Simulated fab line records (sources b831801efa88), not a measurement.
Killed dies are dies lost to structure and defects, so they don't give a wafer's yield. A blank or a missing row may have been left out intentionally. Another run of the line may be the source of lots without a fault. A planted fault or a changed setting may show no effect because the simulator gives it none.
What tool caused it?    flow sky130    6 lots with 18 wafers sampled at 3 steps, on a route of 708 steps

## WHAT EACH GAUGE READ, for each wafer
SKY_LI_CONTACT_RS_MEAS_22: uses a four-point probe to measure.
lot   measured      on             LI_CONTACT_W_RS (ohm/sq)
L911  day 30 02:47  film metro-01  0.2861 0.2828 0.2816
L913  day 31 00:50  film metro-03  0.2914 0.2851 0.2896
L916  day 31 17:49  film metro-03  0.2875 0.2824 0.2840
L919  day 32 12:09  film metro-03  0.2836 0.2855 0.2886
L922  day 33 05:38  film metro-01  0.2806 0.2840 0.2836
L926  day 34 20:28  film metro-04  0.2975 0.2997 0.2974

## EACH LOT AND THE TOOL THAT RAN IT (in order: tool; ch and the chambers of the sampled wafers; start)
lot   SKY_SPACER_ETCHBACK_02              SKY_LI_CONTACT_CVD_21
L911  rie diel-04 ch 1,2, day 24 01:11    cvd w-01 ch 1, day 30 02:39
L913  rie diel-03 ch 1,2, day 24 23:40    cvd w-02 ch 0,1, day 31 00:43
L916  rie diel-03 ch 0,1, day 25 19:51    cvd w-02 ch 0,1, day 31 17:42
L919  rie diel-04 ch 2,3, day 26 13:54    cvd w-02 ch 0,1, day 32 12:00
L922  rie diel-03 ch 2,3, day 27 10:55    cvd w-01 ch 0,1, day 33 05:30
L926  rie diel-03 ch 0,1,2, day 29 02:48  cvd w-02 ch 0, day 34 20:20
- SKY_SPACER_ETCHBACK_02: etches Si3N4 in CH3F/O2, stops on SiO2, time 46.7 s, target depth 45 nm.
- SKY_LI_CONTACT_CVD_21: deposits W, target thk 400 nm, time 120.56 s.

## THE ANSWER, worked out from the rows above alone
Rule: the lots themselves supply what counts as usual. The widest of any qualifying gaps counts: lots, ordered by their means at a reading, are off when they make up no more than a third of the lots, leave a main group of 4 or more, and stand apart from it by 3 or more times the standard deviation of that group's means. A main group whose means are all the same, to the digits that the tables above print for the reading, isn't used. Also off: a lot with no number at a reading for which 4 or more lots have one. Any other lot the step has rows for is counted as sound.
Off: L926, seen at SKY_LI_CONTACT_RS_MEAS_22 (LI_CONTACT_W_RS). Mean 0.2851 ohm/sq and standard deviation 0.0021 in the main group.
If a tool, at a process step before that reading, ran all the lots that are off and no sound lot after the first of them, it fits. The gauges at SKY_LI_CONTACT_RS_MEAS_22 are tried like those tools. Can't be told from this: 3 tools fit, rie diel-03 at SKY_SPACER_ETCHBACK_02, cvd w-02 at SKY_LI_CONTACT_CVD_21, film metro-04 at SKY_LI_CONTACT_RS_MEAS_22.

## WHAT HAD BEEN PUT IN BY THE SIMULATOR
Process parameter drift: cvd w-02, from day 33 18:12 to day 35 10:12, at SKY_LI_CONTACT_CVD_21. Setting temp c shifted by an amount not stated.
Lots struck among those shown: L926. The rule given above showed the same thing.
